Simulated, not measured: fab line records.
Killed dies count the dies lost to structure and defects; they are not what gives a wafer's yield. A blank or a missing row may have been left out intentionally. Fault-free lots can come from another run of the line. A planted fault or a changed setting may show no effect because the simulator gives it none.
The tool behind it: which one?	flow sfq_line	route of 325 steps, sampled at 1 step: 7 lots, 21 wafers

WHAT EACH GAUGE READ, for each wafer
SFQ_I3_BOW_MEAS_922.
lot	measured	on	I3_BOW (um)
L141	day 44 15:26	film_metro-01	-9 2 -4
L143	day 45 19:51	film_metro-01	12 2 0
L145	day 51 04:29	film_metro-04	17 18 13
L149	day 52 04:31	film_metro-02	15 16 9
L151	day 52 10:32	film_metro-02	-4 -1 -2
L157	day 53 04:29	film_metro-02	3 6 15
L161	day 53 11:57	film_metro-04	10 1 -3

TOOL THAT RAN EACH LOT (tool first, then ch and the chambers of the sampled wafers, then the start)
The record shows no process step preceding these readings.

THE ANSWER, worked out from the rows above alone
Rule: what is usual is taken from the lots themselves. Put in order of their means at a reading, lots are off if they are a third of the lots or fewer, leave a main group of 4 or more, and stand apart from it by a gap of 3 or more times the standard deviation of the main group's means; of several such gaps the widest counts. The tables above print the reading to a certain number of digits; a main group whose means all agree to those digits is not used. Also off: a lot with no number at a reading for which 4 or more lots have one. Any other lot the step has rows for is counted as sound.
No lot is off on any of the readings shown, so nothing can be concluded from this.

WHAT HAD BEEN PUT IN BY THE SIMULATOR
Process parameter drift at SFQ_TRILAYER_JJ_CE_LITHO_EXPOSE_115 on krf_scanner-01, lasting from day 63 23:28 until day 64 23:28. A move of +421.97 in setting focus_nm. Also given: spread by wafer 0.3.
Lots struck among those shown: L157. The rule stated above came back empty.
